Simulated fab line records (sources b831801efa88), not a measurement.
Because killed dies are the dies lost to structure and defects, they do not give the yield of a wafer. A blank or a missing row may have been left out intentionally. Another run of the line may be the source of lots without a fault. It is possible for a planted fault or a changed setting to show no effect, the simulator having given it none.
Which tool was responsible?    flow sky130    18 wafers from 6 lots sampled at 2 of the route's 708 steps

== WHAT THE GAUGES READ, wafer by wafer ==
SKY_VT_ADJUST_LVTN_TW_MEAS_21.
lot   measured      on            VT_ADJUST_LVTN_2_TW
L479  day 8 10:17   filmMetro-02  189.2 189.3 189.8
L482  day 9 04:35   filmMetro-03  187.3 187.2 187.3
L489  day 10 23:05  filmMetro-03  186.5 186.8 186.7
L493  day 12 02:37  filmMetro-03  188.0 188.5 188.4
L495  day 12 23:40  filmMetro-01  133.0 132.5 132.9
L499  day 13 22:23  filmMetro-02  187.9 188.2 187.6

== WHAT TOOL EACH LOT RAN ON (gives the tool, then ch and the chambers of the sampled wafers, and finally the start) ==
lot   SKY_VT_ADJUST_LVTN_IMPLANT_19
L479  implanter-04 ch 0, day 8 10:02
L482  implanter-03 ch 0, day 9 04:22
L489  implanter-04 ch 0, day 10 22:50
L493  implanter-03 ch 0, day 12 02:23
L495  implanter-03 ch 0, day 12 23:25
L499  implanter-04 ch 0, day 13 22:10
- SKY_VT_ADJUST_LVTN_IMPLANT_19

== THE ANSWER, worked out from the rows above alone ==
Rule: the usual values come from the lots themselves. The widest of any qualifying gaps counts: lots, ordered by their means at a reading, are off when they make up no more than a third of the lots, leave a main group of 4 or more, and stand apart from it by 3 or more times the standard deviation of that group's means. Not used: any main group whose means are identical at the precision the tables above print for the reading. Also off: a lot with no number at a reading for which 4 or more lots have one. All remaining lots with rows at the step are treated as sound.
Off: at SKY_VT_ADJUST_LVTN_TW_MEAS_21 (VT_ADJUST_LVTN_2_TW), L495. Main group: mean 187.9, sd 0.94.
If a tool, at a process step before that reading, ran all the lots that are off and no sound lot after the first of them, it fits. Those tools and the gauges at SKY_VT_ADJUST_LVTN_TW_MEAS_21 are tried in the same way. This does not decide it: 2 tools fit, namely implanter-03 at SKY_VT_ADJUST_LVTN_IMPLANT_19 and filmMetro-01 at SKY_VT_ADJUST_LVTN_TW_MEAS_21.

== WHAT THE SIMULATOR HAD PUT IN ==
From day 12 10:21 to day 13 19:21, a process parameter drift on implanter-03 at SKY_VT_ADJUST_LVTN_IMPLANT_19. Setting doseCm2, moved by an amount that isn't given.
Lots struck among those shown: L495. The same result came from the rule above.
